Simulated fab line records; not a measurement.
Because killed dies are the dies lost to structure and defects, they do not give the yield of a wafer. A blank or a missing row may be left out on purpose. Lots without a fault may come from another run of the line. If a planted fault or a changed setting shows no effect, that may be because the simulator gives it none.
A lot that was struck, set against a sound lot | flow sky130 | 15 out of 708 route steps
Sound: these wafers, L388.1, L388.5, L388.6. Struck: wafer L399.6. (L399.1 of the same lot was not struck and is left out.) The cause comes at the end.
Order at every step that has rows: each side's tool, ch and its chambers, its first start. Under that, the readings that differ: sound wafers | struck wafers | difference of the means | sigmas: that difference in standard deviations of wafers without a fault.
alike: readings with means less than 2 such deviations apart, plus words and numbers identical on both sides. not compared: withheld readings, readings lacking a value on some wafer, bounds such as >300 that could conceal the same value, and numbers that have no deviation in the record and whose values overlap.
The two part at a step that has a row with sigmas, a row that says differs or no value, or rows on one side only. Numbers that don't overlap but have no deviation are shown without sigmas and don't part them. A reading missing from all wafers of one side parts the sides only when that side holds two or more wafers.

first, 8 steps without rows for these wafers: SKY_POLY_GATE_DEHYDRATE_05 (time 60 s); SKY_POLY_GATE_HMDS_06 (prime time 60 s); SKY_POLY_GATE_COAT_07 (resist thk 110 nm); SKY_POLY_GATE_COAT_08 (resist thk 450 nm); SKY_POLY_GATE_SOFTBAKE_09 (time 90 s); SKY_POLY_GATE_EXPOSE_10 (exposes mask P1M, target cd 150 nm); SKY_POLY_GATE_PEB_11; SKY_POLY_GATE_DEVELOP_12 (develop time 60 s).
SKY_POLY_GATE_CD_MEAS_13 targets a cd of 150 nm.
  sound: cd_sem-01 at day 19 07:00; struck: cd_sem-01 at day 23 18:59
  alike: cd_nm
SKY_POLY_GATE_OVL_MEAS_14:
  sound: overlay-01 at day 19 07:07; struck: overlay-01 at day 23 19:07
  alike: POLY_GATE_OVL
SKY_POLY_GATE_ETCH_15: etches BARC in N2/H2, stops on SiO2, time 118.5 s, target depth 110 nm.
  sound on rie_diel-04 ch 0,3, day 19 07:10; struck on rie_diel-02 ch 3, day 23 19:09
  reading                | sound                | struck | difference | sigmas
  throttle_valve_pct (%) | 13.218 13.196 13.212 | 13.229 | +0.020     | +2
  alike: bias_w, drypump_motor_current_A, oes_product_au
  not compared: rf_hours_counter_h
SKY_POLY_GATE_ETCH_16: etches Si3N4 in CH3F/O2, stops on poly-Si, time 147.5 s, target depth 75 nm.
  sound on rie_diel-04 ch 0,3, day 19 07:14; struck on rie_diel-02 ch 3, day 23 19:14
  alike: bias_w, drypump_motor_current_A, oes_product_au, throttle_valve_pct
  not compared: rf_hours_counter_h
SKY_POLY_GATE_ETCH_17: etches poly-Si in HBr/Cl2, stops on SiO2, target depth 180 nm, time 70.5 s.
  sound on rie_si-02 ch 0,1,3, day 19 07:20; struck on rie_si-02 ch 2, day 23 19:20
  reading                                          | sound                   | struck  | difference | sigmas
  drypump_motor_current_A (A)                      | 5.87 5.69 5.46          | 5.06    | -0.61      | -2
  oes_product_au (a.u.)                            | 1.001 0.990 0.984       | 1.010   | +0.018     | +2
  over_etch_frac                                   | 0.56667 0.56667 0.56667 | 0.29197 | -0.27470   |
  model.etch.depth_nm (nm)                         | 181.7 180.7 178.9       | 149.2   | -31.2      |
  model.POLY_GATE.feature_depth_nm (nm)            | 181.7 180.7 178.9       | 149.2   | -31.2      |
  model.KrF-thick_of_POLY_GATE_COAT_08.thk_nm (nm) | 138.1 136.6 140.8       | 153.4   | +14.9      |
  alike: HBr_flow_sccm, bias_w, throttle_valve_pct
  not compared: rf_hours_counter_h
SKY_POLY_GATE_STRIP_18: strips in O2/N2.
  sound on plasma_asher-04 ch 0,1, day 19 07:23; struck on plasma_asher-01 ch 0, day 23 19:23
  reading                      | sound             | struck | difference | sigmas
  oes_product_au (a.u.)        | 0.353 0.356 0.361 | 0.373  | +0.016     | +3
  strip_time_to_endpoint_s (s) | 3.14 3.11 3.17    | 3.31   | +0.17      | +4
  alike: drypump_motor_current_A
  not compared: rf_hours_counter_h
then, 1 step without rows for these wafers: SKY_POLY_GATE_CLEAN_19 (cleans in SC1/SC2, time 150 s).

== WHERE THEY PART ==
First at SKY_POLY_GATE_ETCH_15; last, within this record, at SKY_POLY_GATE_STRIP_18.

WHY: whatever the simulator had introduced
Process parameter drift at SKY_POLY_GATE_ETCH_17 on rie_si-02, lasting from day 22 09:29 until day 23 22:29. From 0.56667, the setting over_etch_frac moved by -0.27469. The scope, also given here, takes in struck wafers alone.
